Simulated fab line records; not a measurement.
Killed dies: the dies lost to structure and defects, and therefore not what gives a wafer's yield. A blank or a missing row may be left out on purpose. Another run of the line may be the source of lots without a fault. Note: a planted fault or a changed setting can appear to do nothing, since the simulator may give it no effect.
The tool behind it: which one? || flow gf180mcu || at 1 step of a route of 602, 12 lots with 36 wafers sampled

## WHAT EACH GAUGE READ, for each wafer
GF_V1_THK_MEAS_03.
{"lot": "L075", "measured": "day 17 08:13", "on": "filmMetro-01", "V1_CVD_02_THK (nm)": "838 848 858"}
{"lot": "L077", "measured": "day 18 04:51", "on": "filmMetro-03", "V1_CVD_02_THK (nm)": "853 849 857"}
{"lot": "L079", "measured": "day 19 01:39", "on": "filmMetro-03", "V1_CVD_02_THK (nm)": "841 842 843"}
{"lot": "L081", "measured": "day 20 02:24", "on": "filmMetro-04", "V1_CVD_02_THK (nm)": "844 855 858"}
{"lot": "L083", "measured": "day 20 19:38", "on": "filmMetro-03", "V1_CVD_02_THK (nm)": "851 871 860"}
{"lot": "L085", "measured": "day 21 05:34", "on": "filmMetro-03", "V1_CVD_02_THK (nm)": "844 863 847"}
{"lot": "L087", "measured": "day 21 22:44", "on": "filmMetro-03", "V1_CVD_02_THK (nm)": "843 852 850"}
{"lot": "L089", "measured": "day 22 17:40", "on": "filmMetro-04", "V1_CVD_02_THK (nm)": "844 847 860"}
{"lot": "L091", "measured": "day 23 11:50", "on": "filmMetro-03", "V1_CVD_02_THK (nm)": "844 845 855"}
{"lot": "L093", "measured": "day 24 03:09", "on": "filmMetro-03", "V1_CVD_02_THK (nm)": "862 850 860"}
{"lot": "L095", "measured": "day 24 21:24", "on": "filmMetro-04", "V1_CVD_02_THK (nm)": "835 847 853"}
{"lot": "L097", "measured": "day 25 04:49", "on": "filmMetro-04", "V1_CVD_02_THK (nm)": "849 872 863"}

## WHAT TOOL EACH LOT RAN ON (gives the tool, then ch and the chambers of the sampled wafers, and finally the start)
The record holds no process step before these readings.

## THE ANSWER, worked out from the rows above alone
Rule: what is usual is taken from the lots themselves. Put in order of their means at a reading, lots are off if they are a third of the lots or fewer, leave a main group of 4 or more, and stand apart from it by a gap of 3 or more times the standard deviation of the main group's means; of several such gaps the widest counts. A main group is skipped when, at the precision printed for the reading in the tables above, its means are all equal. A lot without any number at a reading at which 4 lots or more have one is off too. The other lots that the step has rows for count as sound.
Across all readings shown, no lot is off: no conclusion can be drawn from this.

## WHAT THE SIMULATOR HAD INSERTED
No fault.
